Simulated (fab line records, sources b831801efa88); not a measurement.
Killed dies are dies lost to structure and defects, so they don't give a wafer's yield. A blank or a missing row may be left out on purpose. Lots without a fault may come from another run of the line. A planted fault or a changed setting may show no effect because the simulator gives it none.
Which tool did it? | flow gf180mcu | 11 lots, 33 wafers sampled, at 6 steps of a route of 602

WHAT THE GAUGES READ, wafer by wafer
GF_STI_BOW_MEAS_00.
lot  | measured    | on            | INCOMING_BOW (um)
L132 | day 1 10:00 | film_metro-03 | 4 3 -5
L133 | day 1 15:02 | film_metro-03 | -1 -5 -17
L136 | day 2 06:00 | film_metro-03 | -8 2 -3
L137 | day 2 11:00 | film_metro-02 | -10 7 2
L138 | day 2 16:01 | film_metro-02 | -2 -11 20
L139 | day 2 21:00 | film_metro-02 | 9 -17 5
L140 | day 3 02:00 | film_metro-03 | -8 -6 -7
L142 | day 3 12:02 | film_metro-04 | -3 0 -5
L147 | day 4 13:00 | film_metro-02 | -3 -3 -7
L149 | day 4 23:00 | film_metro-04 | 4 -5 0
L152 | day 5 14:00 | film_metro-04 | -2 -5 5

GF_HV_LDD_OVL_MEAS_20.
lot  | measured     | on         | HV_LDD_01_OVL (nm)
L132 | day 10 19:58 | overlay-02 | 1.6 -1.3 0.1
L133 | day 11 01:43 | overlay-02 | 1.4 3.0 0.8
L136 | day 11 20:21 | overlay-02 | -0.2 -2.1 1.2
L137 | day 12 07:04 | overlay-01 | -0.2 0.5 1.0
L138 | day 12 13:07 | overlay-02 | -1.0 -0.9 -0.5
L139 | day 12 21:41 | overlay-01 | 0.2 1.7 -0.8
L140 | day 13 08:49 | overlay-02 | 0.1 0.4 0.9
L142 | day 13 22:49 | overlay-02 | -1.5 0.0 -0.5
L147 | day 15 14:54 | overlay-01 | -0.1 1.1 0.4
L149 | day 15 23:40 | overlay-01 | 0.8 0.0 0.5
L152 | day 16 22:43 | overlay-02 | 0.8 0.4 0.6

GF_PSD_RS_MEAS_14: measures by four-point-probe.
lot  | measured     | on            | NSD_RS (ohm/sq)
L132 | day 14 06:58 | film_metro-02 | 46.04 46.12 46.17
L133 | day 14 19:02 | film_metro-03 | 46.24 46.16 46.05
L136 | day 15 17:39 | film_metro-01 | 46.09 46.11 46.09
L137 | day 15 21:50 | film_metro-03 | 46.07 46.07 45.96
L138 | day 16 02:42 | film_metro-01 | 46.10 46.11 46.12
L139 | day 16 20:25 | film_metro-03 | 45.92 45.93 45.88
L140 | day 17 01:29 | film_metro-01 | 46.08 46.08 46.06
L142 | day 17 21:49 | film_metro-03 | 40.86 40.76 40.81
L147 | day 19 13:59 | film_metro-01 | 40.68 40.77 40.77
L149 | day 20 02:11 | film_metro-03 | 46.12 45.97 46.05
L152 | day 21 03:47 | film_metro-01 | 46.01 46.05 46.02

WHICH TOOL RAN EACH LOT (tool, then ch and the chambers of the sampled wafers, then the start)
lot  | GF_MVSD_STRIP_10                    | GF_NSD_IMPLANT_10               | GF_NSD_STRIP_11
L132 | plasma_asher-04 ch 0,1, day 4 11:38 | implanter-03 ch 0, day 13 09:18 | plasma_asher-01 ch 1, day 13 09:27
L133 | plasma_asher-03 ch 0,1, day 4 15:34 | implanter-04 ch 0, day 13 16:57 | plasma_asher-04 ch 0,1, day 13 17:05
L136 | plasma_asher-04 ch 0, day 5 08:20   | implanter-02 ch 0, day 14 19:42 | plasma_asher-01 ch 0, day 14 19:51
L137 | plasma_asher-01 ch 0,1, day 5 15:56 | implanter-04 ch 0, day 14 22:44 | plasma_asher-04 ch 0,1, day 14 22:53
L138 | plasma_asher-04 ch 0,1, day 5 20:04 | implanter-02 ch 0, day 15 03:59 | plasma_asher-02 ch 0,1, day 15 04:06
L139 | plasma_asher-01 ch 0, day 6 03:53   | implanter-03 ch 0, day 15 21:35 | plasma_asher-02 ch 0,1, day 15 21:44
L140 | plasma_asher-04 ch 0,1, day 6 09:26 | implanter-03 ch 0, day 16 02:11 | plasma_asher-01 ch 0,1, day 16 02:20
L142 | plasma_asher-04 ch 0,1, day 6 20:24 | implanter-02 ch 0, day 16 22:02 | plasma_asher-01 ch 0,1, day 16 22:38
L147 | plasma_asher-01 ch 0,1, day 8 01:28 | implanter-02 ch 0, day 18 13:38 | plasma_asher-04 ch 0,1, day 18 14:08
L149 | plasma_asher-01 ch 0, day 8 14:31   | implanter-04 ch 0, day 19 01:26 | plasma_asher-04 ch 0,1, day 19 01:35
L152 | plasma_asher-03 ch 0,1, day 9 05:53 | implanter-04 ch 0, day 20 02:33 | plasma_asher-02 ch 0,1, day 20 02:42
- GF_MVSD_STRIP_10: strips in O2/N2.
- GF_NSD_IMPLANT_10
- GF_NSD_STRIP_11: strips in O2/N2.

WHAT THE TOOLS THEMSELVES READ (means of the sampled wafers that have a number; where no wafer has one, the mark that the record gives instead)
GF_MVSD_STRIP_10.
lot  | tool            | chamber_pressure_mTorr (mTorr) | drypump_motor_current_A (A) | heater_power_w (W) | n2_flow_sccm (sccm) | oes_product_au (a.u.) | strip_time_to_endpoint_s (s)
L132 | plasma_asher-04 | 1500.3                         | 5.7                         | 317                | 300.4               | 0.724                 | 36.87
L133 | plasma_asher-03 | 1501.0                         | 5.9                         | 290                | 299.1               | 0.725                 | 37.03
L136 | plasma_asher-04 | 1499.1                         | 6.4                         | 358                | 300.0               | 0.721                 | 36.81
L137 | plasma_asher-01 | 1499.0                         | 6.0                         | 308                | 300.3               | 0.721                 | 37.08
L138 | plasma_asher-04 | 1499.7                         | 5.7                         | 319                | 300.4               | 0.723                 | 36.98
L139 | plasma_asher-01 | 1499.4                         | 6.2                         | 326                | 299.2               | 0.723                 | 36.97
L140 | plasma_asher-04 | 1499.5                         | 6.0                         | 341                | 300.1               | 0.724                 | 36.74
L142 | plasma_asher-04 | 1499.6                         | 6.0                         | 339                | 300.4               | 0.725                 | 36.84
L147 | plasma_asher-01 | 1500.0                         | 6.0                         | 306                | 300.5               | 0.720                 | 36.87
L149 | plasma_asher-01 | 1500.1                         | 6.2                         | 325                | 299.4               | 0.723                 | 36.94
L152 | plasma_asher-03 | 1499.4                         | 6.1                         | 284                | 299.3               | 0.725                 | 37.00

GF_NSD_IMPLANT_10.
lot  | tool         | dose_ions_cm2
L132 | implanter-03 | 5e+14
L133 | implanter-04 | 5e+14
L136 | implanter-02 | 5e+14
L137 | implanter-04 | 5e+14
L138 | implanter-02 | 5e+14
L139 | implanter-03 | 5e+14
L140 | implanter-03 | 5e+14
L142 | implanter-02 | 5e+14
L147 | implanter-02 | 5e+14
L149 | implanter-04 | 5e+14
L152 | implanter-04 | 5e+14

GF_NSD_STRIP_11.
lot  | tool            | chamber_pressure_mTorr (mTorr) | drypump_motor_current_A (A) | heater_power_w (W) | n2_flow_sccm (sccm) | oes_product_au (a.u.) | strip_time_to_endpoint_s (s)
L132 | plasma_asher-01 | 1499.8                         | 5.9                         | 296                | 300.4               | 0.485                 | 22.94
L133 | plasma_asher-04 | 1499.7                         | 6.0                         | 337                | 299.6               | 0.489                 | 22.90
L136 | plasma_asher-01 | 1499.8                         | 6.2                         | 327                | 300.2               | 0.485                 | 22.92
L137 | plasma_asher-04 | 1500.0                         | 5.7                         | 316                | 299.2               | 0.486                 | 22.99
L138 | plasma_asher-02 | 1500.6                         | 5.5                         | 322                | 300.3               | 0.488                 | 22.93
L139 | plasma_asher-02 | 1501.0                         | 5.5                         | 323                | 301.0               | 0.488                 | 22.98
L140 | plasma_asher-01 | 1500.1                         | 6.0                         | 310                | 300.1               | 0.487                 | 23.00
L142 | plasma_asher-01 | 1498.5                         | 6.1                         | 314                | 299.8               | 0.479                 | 23.45
L147 | plasma_asher-04 | 1499.9                         | 5.7                         | 317                | 299.5               | 0.479                 | 23.44
L149 | plasma_asher-04 | 1501.4                         | 5.7                         | 314                | 300.2               | 0.492                 | 23.00
L152 | plasma_asher-02 | 1499.7                         | 5.6                         | 309                | 300.1               | 0.486                 | 22.98

THE ANSWER, worked out from the rows above alone
Rule: what is usual is taken from the lots themselves. Put in order of their means at a reading, lots are off if they are a third of the lots or fewer, leave a main group of 4 or more, and stand apart from it by a gap of 3 or more times the standard deviation of the main group's means; of several such gaps the widest counts. A main group whose means are all the same, to the digits that the tables above print for the reading, isn't used. A lot without any number at a reading at which 4 lots or more have one is off too. The other lots that the step has rows for count as sound. The gauges are gone through in route order, then the tools' own readings, and for those a lot's mean is taken as printed above. The first step at which some lot is off is used, and at that step the reading that is off furthest; a lot without a number counts as furthest.
Off: L142, L147, at GF_PSD_RS_MEAS_14 (NSD_RS). The main group: mean 46.06 ohm/sq, standard deviation 0.066.
A tool fits if, at a process step before that reading, it ran every lot that is off, and no sound lot after the first of them. The gauges at GF_PSD_RS_MEAS_14 aren't tried: what is off there is off at GF_NSD_STRIP_11 too, on other tools, and a gauge's error can't cause that. One fits: implanter-02 at GF_NSD_IMPLANT_10. Its last sound lot is L138 (day 15 03:59), its first lot that is off L142 (day 16 22:02): a fault that began between those two fits.

WHAT THE SIMULATOR HAD PUT IN
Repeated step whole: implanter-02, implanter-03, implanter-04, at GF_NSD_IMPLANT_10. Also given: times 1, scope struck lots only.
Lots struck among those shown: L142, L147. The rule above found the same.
